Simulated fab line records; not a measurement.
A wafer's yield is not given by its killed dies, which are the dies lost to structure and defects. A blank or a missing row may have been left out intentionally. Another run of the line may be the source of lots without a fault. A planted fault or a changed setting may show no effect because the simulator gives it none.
Chamber matching	flow sky130	cmp-01 running SKY_FIELD_ISO_CMP_27: 4 sister chambers
The step polishes, stops on Si3N4, t overpolish 16 s, target thk 457.8 nm. 16 wafers are shown with their chamber, then 7 later ones without.

WAFERS WITH THEIR CHAMBER
wafer	chamber	motor_current_A (A)	time_to_endpoint_s (s)	head_pressure_psi (psi)
L538.1	2	11.7	118	4.002
L538.4	3	15.0	114	4.003
L538.5	3	14.3	113	4.008
L540.2	3	15.1	116	4.000
L540.3	0	10.4	112	3.992
L540.4	1	11.9	114	3.992
L542.2	3	13.9	114	4.005
L542.5	2	11.0	117	4.002
L542.6	3	14.8	110	3.994
L543.4	0	10.1	114	4.012
L543.5	0	9.8	115	4.009
L543.6	3	15.2	121	4.012
L544.1	3	14.7	112	4.002
L544.2	1	12.5	113	3.999
L544.3	0	10.4	109	4.002
L545.1	0	10.6	117	4.005

SIGNATURES, as means of the wafers listed above
reading	chamber 0	chamber 1	chamber 2	chamber 3	scatter within a chamber
motor_current_A	10.260	12.200	11.350	14.714	0.421
time_to_endpoint_s	113.40	113.50	117.50	114.29	3.05
head_pressure_psi	4.00400	3.99550	4.00200	4.00343	0.00621
Rule: a wafer's distance from a chamber is the root of the sum, over the readings, of the square of ((its reading less the chamber's mean) divided by the reading's scatter). If the next closest chamber is less than 2 further off than the closest, the wafer can't be placed; otherwise it belongs to the closest. The scatter is the square root of a quotient: the sum, over the shown wafers, of each reading's squared deviation from its chamber's mean, divided by wafers minus chambers.

WAFERS MISSING THEIR CHAMBER
wafer	motor_current_A (A)	time_to_endpoint_s (s)	head_pressure_psi (psi)
L545.4	11.1	116	3.997
L545.5	11.7	113	3.992
L546.2	11.9	116	4.015
L546.3	12.2	113	3.994
L546.4	10.5	106	3.985
L553.6	11.1	114	3.990
L554.3	11.6	113	3.998

EACH ONE'S CHAMBER
wafer	from the rows above	in truth
L545.4	can't be placed: 2 or 0 or 1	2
L545.5	can't be placed: 1 or 2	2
L546.2	can't be placed: 2 or 1 or 0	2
L546.3	1	1
L546.4	can't be placed: 0 or 1 or 2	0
L553.6	can't be placed: 2 or 1 or 0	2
L554.3	can't be placed: 1 or 2 or 0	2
Correct placement for 1 of the 7. These rows do not allow placing 6 (true chamber among the candidates in 6). Placed wrongly: 0.
